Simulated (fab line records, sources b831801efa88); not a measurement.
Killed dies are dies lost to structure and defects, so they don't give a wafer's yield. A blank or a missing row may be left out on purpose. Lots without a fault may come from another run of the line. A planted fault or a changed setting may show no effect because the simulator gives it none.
Which tool did it? | flow gf180mcu | 10 lots, 30 wafers sampled, at 1 step of a route of 602

WHAT THE GAUGES READ, wafer by wafer
GF_V4_THK_MEAS_03.
lot  | measured     | on            | V4_CVD_02_THK (nm)
L219 | day 23 18:13 | film_metro-04 | 832 844 852
L220 | day 24 02:10 | film_metro-02 | 832 837 849
L228 | day 26 18:09 | film_metro-02 | 874 857 880
L229 | day 27 00:10 | film_metro-03 | 847 871 844
L230 | day 27 01:31 | film_metro-02 | 836 848 849
L235 | day 29 04:54 | film_metro-03 | 857 875 859
L237 | day 29 09:39 | film_metro-02 | 866 847 875
L239 | day 30 05:04 | film_metro-03 | 855 866 861
L241 | day 30 14:58 | film_metro-02 | 851 846 858
L240 | day 30 19:11 | film_metro-03 | 831 847 861

WHICH TOOL RAN EACH LOT (tool, then ch and the chambers of the sampled wafers, then the start)
The record holds no process step before these readings.

THE ANSWER, worked out from the rows above alone
Rule: what is usual is taken from the lots themselves. Put in order of their means at a reading, lots are off if they are a third of the lots or fewer, leave a main group of 4 or more, and stand apart from it by a gap of 3 or more times the standard deviation of the main group's means; of several such gaps the widest counts. A main group whose means are all the same, to the digits that the tables above print for the reading, isn't used. A lot without any number at a reading at which 4 lots or more have one is off too. The other lots that the step has rows for count as sound.
No lot is off at any reading shown: from this, nothing can be told.

WHAT THE SIMULATOR HAD PUT IN
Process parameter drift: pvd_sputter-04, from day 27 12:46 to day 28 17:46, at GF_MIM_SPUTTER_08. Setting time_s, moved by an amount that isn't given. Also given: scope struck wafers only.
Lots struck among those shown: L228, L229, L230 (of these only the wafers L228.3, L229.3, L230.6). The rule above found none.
